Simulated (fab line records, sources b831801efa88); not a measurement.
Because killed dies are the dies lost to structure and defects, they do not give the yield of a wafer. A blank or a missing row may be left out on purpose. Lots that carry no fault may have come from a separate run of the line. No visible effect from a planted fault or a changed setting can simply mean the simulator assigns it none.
What tool caused it? | flow gf180mcu | Sampling: 7 lots, 21 wafers, 2 of 602 route steps

## WHAT THE GAUGES READ, wafer by wafer
GF_PSD_OVL_MEAS_08.
lot  | measured     | on         | PSD_OVL (nm)
L264 | day 14 12:43 | overlay-02 | 0.1 0.8 -0.1
L267 | day 15 16:05 | overlay-02 | -0.7 -0.2 0.9
L270 | day 16 18:53 | overlay-02 | -2.3 -2.1 -1.6
L272 | day 17 10:05 | overlay-02 | -2.2 -1.2 -1.2
L274 | day 18 00:54 | overlay-01 | -0.4 -1.1 1.0
L278 | day 19 15:50 | overlay-02 | - - -
L286 | day 22 10:40 | overlay-02 | 2.0 1.0 0.4

## EACH LOT AND THE TOOL THAT RAN IT (in order: tool; ch and the chambers of the sampled wafers; start)
lot  | GF_PSD_EXPOSE_04
L264 | iline stepper-01 ch 0, day 14 02:14
L267 | iline stepper-02 ch 0, day 15 06:01
L270 | iline stepper-02 ch 0, day 16 08:11
L272 | iline stepper-02 ch 0, day 16 23:22
L274 | iline stepper-02 ch 0, day 17 13:29
L278 | iline stepper-02, day 19 03:55
L286 | iline stepper-02 ch 0, day 21 23:08
- GF_PSD_EXPOSE_04: exposes mask Pplus, target cd 400 nm.

## THE ANSWER, worked out from the rows above alone
Rule: the lots themselves supply what counts as usual. Put in order of their means at a reading, lots are off if they are a third of the lots or fewer, leave a main group of 4 or more, and stand apart from it by a gap of 3 or more times the standard deviation of the main group's means; of several such gaps the widest counts. Not used: any main group whose means are identical at the precision the tables above print for the reading. Also off: a lot with no number at a reading for which 4 or more lots have one. Where the step has rows for the other lots, those lots are counted as sound.
Off: L278, seen at GF_PSD_OVL_MEAS_08 (PSD_OVL). Without a number there: L278. The main group has a mean of -0.4 nm with a standard deviation of 1.1.
A tool fits if, at a process step before that reading, it ran every lot that is off, and no sound lot after the first of them. The gauges at GF_PSD_OVL_MEAS_08 are tried like those tools. No candidate that was tried fits.

## WHAT THE SIMULATOR HAD PUT IN
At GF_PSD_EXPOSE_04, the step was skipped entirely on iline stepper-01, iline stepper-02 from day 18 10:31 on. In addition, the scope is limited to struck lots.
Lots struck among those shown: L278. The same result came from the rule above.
